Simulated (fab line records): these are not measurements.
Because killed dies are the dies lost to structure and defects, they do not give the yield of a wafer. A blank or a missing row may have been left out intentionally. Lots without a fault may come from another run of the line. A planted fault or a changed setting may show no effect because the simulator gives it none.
Matching of chambers	flow gf180mcu	GF_V1_CVD_00 on hdpcvd-02: 3 sister chambers
The step deposits SiO2, target thk 600 nm, time 100 s. 16 wafers are shown with their chamber, then 8 later ones without.

WAFERS, EACH WITH ITS CHAMBER
wafer	chamber	run-length-s (s)	sih4-flow-sccm (sccm)	pressure-mtorr (mTorr)
L310.2	2	127.5	59.72	5.990
L310.3	0	127.8	59.95	5.985
L310.4	2	127.4	59.74	5.985
L312.1	0	128.0	59.79	6.019
L312.3	1	127.1	60.13	5.990
L312.5	1	127.2	60.33	5.978
L311.2	1	127.2	60.14	6.003
L311.4	2	127.3	60.19	6.016
L311.6	1	127.1	60.09	6.001
L316.2	2	127.2	60.08	5.991
L316.3	0	128.6	59.83	6.025
L316.6	0	128.1	59.86	6.006
L318.3	1	127.6	59.95	5.997
L318.4	1	127.3	60.05	5.991
L318.5	2	127.7	59.73	6.000
L329.2	1	128.1	60.08	5.985

SIGNATURES (averages over the wafers above)
reading	chamber 0	chamber 1	chamber 2	scatter within a chamber
run-length-s	128.125	127.371	127.420	0.315
sih4-flow-sccm	59.8575	60.1100	59.8920	0.151
pressure-mtorr	6.00875	5.99214	5.99640	0.0124
Rule: for a wafer and a chamber, the distance is found by dividing, reading by reading, the gap between the wafer's reading and the chamber's mean by the reading's scatter, squaring, summing and taking the root. The wafer belongs to the nearest chamber; if the next one is less than 2 further off, it can't be placed. The scatter: take each reading less its chamber's mean, square it, sum over the shown wafers, divide by the number of wafers less the number of chambers, and take the root.

WAFERS MISSING THEIR CHAMBER
wafer	run-length-s (s)	sih4-flow-sccm (sccm)	pressure-mtorr (mTorr)
L329.3	127.8	59.94	6.011
L329.4	127.2	60.11	5.990
L331.1	127.7	59.99	6.007
L331.2	127.3	60.07	6.019
L331.4	127.3	59.51	6.009
L332.1	127.7	59.49	6.031
L332.2	127.5	60.04	6.005
L332.3	127.2	59.77	5.975

THE CHAMBER EACH PASSED THROUGH
wafer	from the rows above	in truth
L329.3	can't be placed: 0 or 2 or 1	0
L329.4	can't be placed: 1 or 2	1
L331.1	can't be placed: 2 or 0 or 1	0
L331.2	can't be placed: 1 or 2 or 0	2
L331.4	can't be placed: 2 or 0 or 1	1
L332.1	can't be placed: 0 or 2 or 1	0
L332.2	can't be placed: 1 or 2 or 0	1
L332.3	can't be placed: 2 or 1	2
Correctly placed: 0 of 8. Can't be placed from these rows: 8 (the true chamber is among the candidates in 8). Number placed wrongly: 0.
